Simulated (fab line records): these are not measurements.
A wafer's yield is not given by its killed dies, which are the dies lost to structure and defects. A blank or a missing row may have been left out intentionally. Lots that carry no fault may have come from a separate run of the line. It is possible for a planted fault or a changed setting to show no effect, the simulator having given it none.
The same fault as seen by 2 desks	flow gf180mcu	numbers are kept per desk, each desk with only its own; the story behind them comes last

## AT THE METROLOGY DESK
Lot by lot, what the gauges showed, no matter which tool ran the lot: averages of those sampled wafers that carry a number. A lot is out of limits, marked OUT, if its mean lies more than 4 standard deviations from the usual mean; the brackets give that distance.
Columns: A = V4_W_RS at GF_V4_RS_MEAS_24, usual 0.328 ohm/sq; B = MIM_ALCU_RS at GF_MIM_RS_MEAS_10, usual 0.1601 ohm/sq
lot	first seen here	A	B
L992	day 25 11:33	0.329	0.1588
L993	day 25 20:46	0.334	0.1578
L994	day 26 05:18	0.333	0.1589
L995	day 26 07:22	0.328	0.1623
L996	day 26 23:38	0.335	0.1636
L997	day 27 02:07	0.326	0.1602
L100	day 28 05:36	0.325	0.1602
L101	day 28 09:05	0.324	0.1575
L102	day 28 12:50	0.331	0.1628
L103	day 29 00:05	0.324	0.1597
L110	day 30 19:47	0.330	0.1608
L111	day 31 02:00	0.324	0.1612
L112	day 31 15:40	0.330	0.1618
Result from this desk: across the 13 lots, nothing is out of limits.

## AT THE TOOL OWNER'S DESK: pvd-sputter-02
The tool's own readings at GF_MIM_SPUTTER_02 (material AlCu, target thk 450 nm, time 23.9 s): means of the sampled wafers that have a number, for each lot that ran on this tool. A lot is out of limits, marked OUT, if its mean lies more than 4 standard deviations from the usual mean; the brackets give that distance.
Columns: A = chamber-pressure-pa at GF_MIM_SPUTTER_02, usual 0.3999 Pa; B = throttle-valve-pct at GF_MIM_SPUTTER_02, usual 30.2 %
lot	first seen here	A	B
L993	day 25 21:22	0.3992	30.4
L994	day 26 05:55	0.3999	29.2
L996	day 27 00:13	0.4000	30.6
L101	day 28 09:39	0.3994	28.4
L110	day 30 20:24	0.4774 (+60) OUT	28.9
L111	day 31 02:35	0.4383 (+30) OUT	28.8
Finding of this desk: L110, L111 out of limits; the first was L110 at day 30 20:24, on chamber-pressure-pa at GF_MIM_SPUTTER_02. L993, L994, L996, L101: within limits.

## TAKEN TOGETHER
At day 30 20:24, on L110, L111, the tool owner's desk was in a position to raise an alarm.
At the metrology desk, nothing out of limits was observed.
The metrology desk holds a record of L110, L111, inside its limits.
GF_MIM_SPUTTER_02 was run on pvd-sputter-02 by each of the lots named.

## WHAT THE SIMULATOR HAD INSERTED
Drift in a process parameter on pvd-sputter-02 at GF_MIM_SPUTTER_02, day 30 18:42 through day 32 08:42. A move of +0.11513 in setting chamber-pressure-pa, from 0.4. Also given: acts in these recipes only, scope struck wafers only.
Struck lots among those shown: L110, L111.
Delay in hours, fault start to first out-of-limits reading, by desk: the tool owner's desk at 2.
